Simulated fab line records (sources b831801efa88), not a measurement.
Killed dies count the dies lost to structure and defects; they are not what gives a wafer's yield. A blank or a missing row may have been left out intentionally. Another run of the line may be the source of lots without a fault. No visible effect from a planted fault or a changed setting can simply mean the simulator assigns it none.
fab line records | flow sky130
[record] lots = 14 wafers = 42 last-day = 50
route steps=708 shown FIELD_ISO@15 PAD_OPEN@708
lots that met no fault: from a run of the same line without faults
start-h: hours from the record's opening day to when the first of the lot's shown wafers began | wait-h: how many hours have passed since the lot's step before this one | " repeats the value in the row above | L1.1+2: a single row standing in for several wafers | - either no value or no given start | * or withheld: withheld | < > ~ a bound
route shown NAME@n: NAME is a module with steps in the file, n the number in the route of the first one | usual: mean/standard deviation taken from wafers without a fault | same: alike in all rows | chamber/n: place in a boat | sites: readings site by site | _std_site: the standard deviation of these | _edge_site: outer sites' mean less inner sites' | radius-mm: for every site, how far away it sits from the centre of the wafer | mask NAME#n: copy n | behind: the tool/chamber that last shaped the wafer | hold: cause of the lot's hold/its duration in hours/its outcome | device: the transistor (n, p or np) that didn't switch | end of line: tests run on the same wafers once the route is complete | a step without rows: its recipe alone | killed: dies that structure and defects cost at the first sort, which is not the same as the wafer's yield | map: a wafer's dies, x killed, . not, _ none there
set.NAME: the setting the step ran with; set.NAME@STEP: the setting that earlier step ran with | model.NAME: the simulator's own value behind a step, which no gauge read
steps of the route over a sample of lots; a table a step, a row a wafer
services: the hour from which a tool's chamber was out of use, counted from the record's first day as start-h (under 0 if before that day), plus the number of hours and why
[[steps]]
[step SKY_FIELD_ISO_ETCH_14]
[recipe] chemistry = N2/H2 target = BARC ion-energy-ev = 200 source-w = 500 bias-w = 100 pressure-mtorr = 30 n2-flow-sccm = 100 h2-flow-sccm = 200 stop-on = SiO2 time-s = 45.9 target-depth-a = 600
[usual] drypump-motor-current-A = 5.6/0.56 oes-product-au = 0.854/0.0048 throttle-valve-pct = 13.224/0.011
// columns lot.wafer tool chamber start-h wait-h drypump-motor-current-A oes-product-au rf-hours-counter-h throttle-valve-pct
L202.3 rie-diel-03 1 29.55 0.1 5.9 0.856 135 13.215
L202.5 " 0 " " 4.7 0.860 - 13.221
L202.6 " 1 " " 6.0 0.853 - 13.213
L203.1 rie-diel-02 1 32.91 0.1 5.5 0.856 111 13.239
L203.2 " 2 " " 4.7 0.846 78 13.233
L203.4 " 0 " " 5.6 0.845 2 13.210
L204.1 rie-diel-03 2 39.95 0.1 5.3 0.855 89 13.220
L204.2 " 1 " " 6.0 0.862 136 13.226
L204.5 " 2 " " 5.3 0.856 - 13.225
L205.3 rie-diel-03 1 46.41 0.1 6.0 0.855 136 13.221
L205.4 " 0 " " 4.7 0.851 134 13.243
L205.5 " 3 " " 5.6 0.860 - 13.227
L206.2 rie-diel-03 0 50.67 0.1 4.7 0.855 134 13.210
L206.3 " 1 " " 6.0 0.861 136 13.229
L206.5 " 1 " " 6.0 0.848 - 13.217
L207.2 rie-diel-03 1 55.37 0.1 6.0 0.850 136 13.217
L207.5 " 3 " " 5.5 0.851 - 13.243
L207.6 " 0 " " 4.7 0.860 - 13.220
L208.2 rie-diel-02 3 64.40 0.1 6.2 0.855 1 13.212
L208.3 " 0 " " 5.6 0.855 3 13.227
L208.5 " 2 " " 4.7 0.854 - 13.227
L210.4 rie-diel-04 3 73.11 0.0 6.4 0.855 136 13.214
L210.5 " 1 " " 4.8 0.851 - 13.222
L210.6 " 0 " " 6.4 0.849 - 13.223
L212.1 rie-diel-03 2 81.55 0.1 5.3 0.859 90 13.236
L212.3 " 0 " " 4.6 0.853 135 13.232
L212.6 " 2 " " 5.3 0.856 - 13.207
L213.3 rie-diel-03 1 87.01 0.1 6.0 0.851 136 13.234
L213.4 " 3 " " 5.6 0.860 157 13.235
L213.5 " 0 " " 4.7 0.851 - 13.219
L215.1 rie-diel-03 1 97.20 0.1 6.0 0.854 137 13.247
L215.2 " 3 " " 5.5 0.859 158 13.240
L215.3 " 2 " " 5.3 0.867 90 13.216
L216.1 rie-diel-03 1 101.26 0.1 6.0 0.855 137 13.227
L216.3 " 3 " " 5.5 0.864 158 13.251
L216.4 " 2 " " 5.3 0.852 90 13.210
L219.3 rie-diel-04 0 117.77 0.1 6.4 0.848 128 13.226
L219.4 " 3 " " 6.3 0.854 137 13.246
L219.5 " 0 " " 6.5 0.850 - 13.217
L223.1 rie-diel-04 2 139.32 0.1 5.7 0.857 3 13.230
L223.4 " 3 " " 6.3 0.856 - 13.225
L223.6 " 0 " " 6.4 0.861 - 13.235
[step SKY_PAD_OPEN_PROBE_99]
[usual] killed_at_M0_to_M3 = 43/7.3 killed_at_M4_up = 3.6/1.9 killed-at-contacts = 23/5.3 killed-at-front-end = 15/4.5 killed-at-other = 0.3/0.72 killed-dies = 85/9.4 killed-open = 46/6.7 killed-short = 38/6.8
[same] gross-dies = 492 killed-at-back-side = 0
// columns lot.wafer tool chamber start-h wait-h killed_at_M0_to_M3 killed_at_M4_up killed-at-contacts killed-at-front-end killed-at-other killed-dies killed-open killed-short
L216.1 prober-01 - 1166.06 0.1 44 2 25 77 0 148 41 38
L216.3 prober-01 - 1166.16 0.2 46 4 20 77 0 147 40 40
L216.4 prober-01 - 1166.21 0.2 38 2 21 36 0 97 36 34
L215.1 prober-02 - 1168.37 0.1 49 5 11 77 0 142 44 36
L215.2 prober-02 - 1168.42 0.1 34 1 21 82 1 139 38 38
L215.3 prober-02 - 1168.47 0.2 36 3 11 52 0 102 44 26
// killed by level:class
L216.1 FIELD_ISO:unspecified=69 CONTACT:geometric-particle:open=11 METAL1:geometric-particle:short=9 VIA1:geometric-particle:open=8 LOCAL_INTERCONNECT:geometric-particle:short=7 VIA3:geometric-particle:open=6 VIA1:geometric-particle:short=5 METAL2:geometric-particle:short=5
L216.3 FIELD_ISO:unspecified=67 VIA3:geometric-particle:open=11 METAL1:geometric-particle:short=10 VIA1:geometric-particle:open=9 CONTACT:geometric-particle:open=7 VIA1:geometric-particle:short=6 LI_CONTACT:geometric-particle:open=4 LOCAL_INTERCONNECT:geometric-particle:short=4
L216.4 FIELD_ISO:unspecified=27 METAL1:geometric-particle:short=9 VIA1:geometric-particle:open=8 LI_CONTACT:geometric-particle:open=7 VIA2:geometric-particle:open=6 VIA3:geometric-particle:open=5 FIELD_ISO:geometric-particle:short=4 LOCAL_INTERCONNECT:geometric-particle:short=4
L215.1 FIELD_ISO:unspecified=62 VIA2:geometric-particle:open=9 VIA1:geometric-particle:open=9 VIA1:geometric-particle:short=8 METAL2:geometric-particle:short=6 FIELD_ISO:geometric-particle:short=5 CONTACT:geometric-particle:open=5 FIELD_ISO:geometric-particle:open=4
L215.2 FIELD_ISO:unspecified=63 CONTACT:geometric-particle:open=8 VIA1:geometric-particle:open=7 FIELD_ISO:geometric-particle:open=6 FIELD_ISO:geometric-particle:short=5 POLY_GATE:geometric-particle:short=5 VIA2:geometric-particle:open=5 METAL1:geometric-particle:short=4
L215.3 FIELD_ISO:unspecified=32 POLY_GATE:geometric-particle:open=9 VIA3:geometric-particle:open=9 VIA1:geometric-particle:open=6 FIELD_ISO:geometric-particle:open=5 VIA2:geometric-particle:open=5 FIELD_ISO:geometric-particle:short=4 LI_CONTACT:geometric-particle:open=4
[[services]]
// columns tool chamber start-h hours kind
rie-diel-04 2 21.58 8.3 repair
rie-diel-02 3 34.49 1.6 repair
rie-diel-03 1 64.62 8.4 repair
rie-diel-02 0 99.39 2.8 repair
rie-diel-02 3 110.59 6.8 repair
rie-diel-02 1 117.72 4.4 repair
rie-diel-04 1 134.46 6.1 repair
rie-diel-03 3 135.01 - clean
rie-diel-03 3 135.01 17.2 scheduled-down
rie-diel-03 3 135.01 17.2 vent-cycle
[[key]]
[first-sign] step = SKY_PAD_OPEN_PROBE_99 reading = killed-at-front-end direction = up sigmas = 12 usual = 15 struck = 67
[effect] step = SKY_PAD_OPEN_PROBE_99 reading = killed-dies direction = up sigmas = 4.7 usual = 85 struck = 129
met-at SKY_FIELD_ISO_ETCH_14
struck-lots L215,L216
tester-left-out L215,L216
onset-between 87.01 97.20
[fault] kind = chamber-particle-source tool = rie-diel-03 chamber = - onset-h = 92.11 steps = SKY_FIELD_ISO_ETCH_14 rate-per-visit-cm2 = 1.5902 end-h = 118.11
// tester-left-out: of these lots the tester's yield and bins aren't shown, on N5 and GAA mostly nor the transistor test; their killed dies are dies lost to structure and defects alone, not to doping, threshold or leakage, so they don't give the yield
